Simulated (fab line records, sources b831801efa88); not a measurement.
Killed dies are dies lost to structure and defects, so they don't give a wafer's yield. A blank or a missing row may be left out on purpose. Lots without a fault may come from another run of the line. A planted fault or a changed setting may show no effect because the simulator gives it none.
Chamber matching | flow gf180mcu | GF_V3_CVD_02 on pecvd-03: 3 sister chambers
The step deposits SiO2 from TEOS, target thk 850 nm, time 94.851 s. 3 wafers are shown with their chamber, then 9 later ones without.

WAFERS WITH THEIR CHAMBER
wafer  | chamber | heater_power_w (W)
L181.2 | 2       | 718
L181.3 | 0       | 550
L181.6 | 1       | 679

WAFERS WITHOUT THEIR CHAMBER
wafer  | heater_power_w (W)
L182.4 | 668
L182.5 | 587
L182.6 | 860
L187.1 | 788
L187.6 | 818
L188.1 | 827
L188.4 | 631
L189.3 | 596
L189.4 | 631

WHICH CHAMBER EACH WENT THROUGH
wafer  | from the rows above          | in truth
L182.4 | can't be placed: 1 or 2 or 0 | 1
L182.5 | can't be placed: 0 or 1 or 2 | 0
L182.6 | can't be placed: 2 or 1      | 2
L187.1 | can't be placed: 2 or 1      | 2
L187.6 | can't be placed: 2 or 1      | 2
L188.1 | can't be placed: 2 or 1      | 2
L188.4 | can't be placed: 1 or 0 or 2 | 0
L189.3 | can't be placed: 0 or 1 or 2 | 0
L189.4 | can't be placed: 1 or 0 or 2 | 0
Placed correctly: 0 of 9. Can't be placed from these rows: 9 (the true chamber is among the candidates in 9). Placed wrongly: 0.
How it was worked out, from the rows above alone: a wafer's distance from a chamber is the root of the sum, over the readings, of the square of ((its reading less the chamber's mean) divided by the reading's scatter). The wafer belongs to the nearest chamber; if the next one is less than 2 further off, it can't be placed. A chamber's mean is the mean of its shown wafers. The scatter: with one shown wafer a chamber, the root of the mean of the squares of how far each hidden wafer lies from its nearest shown one.
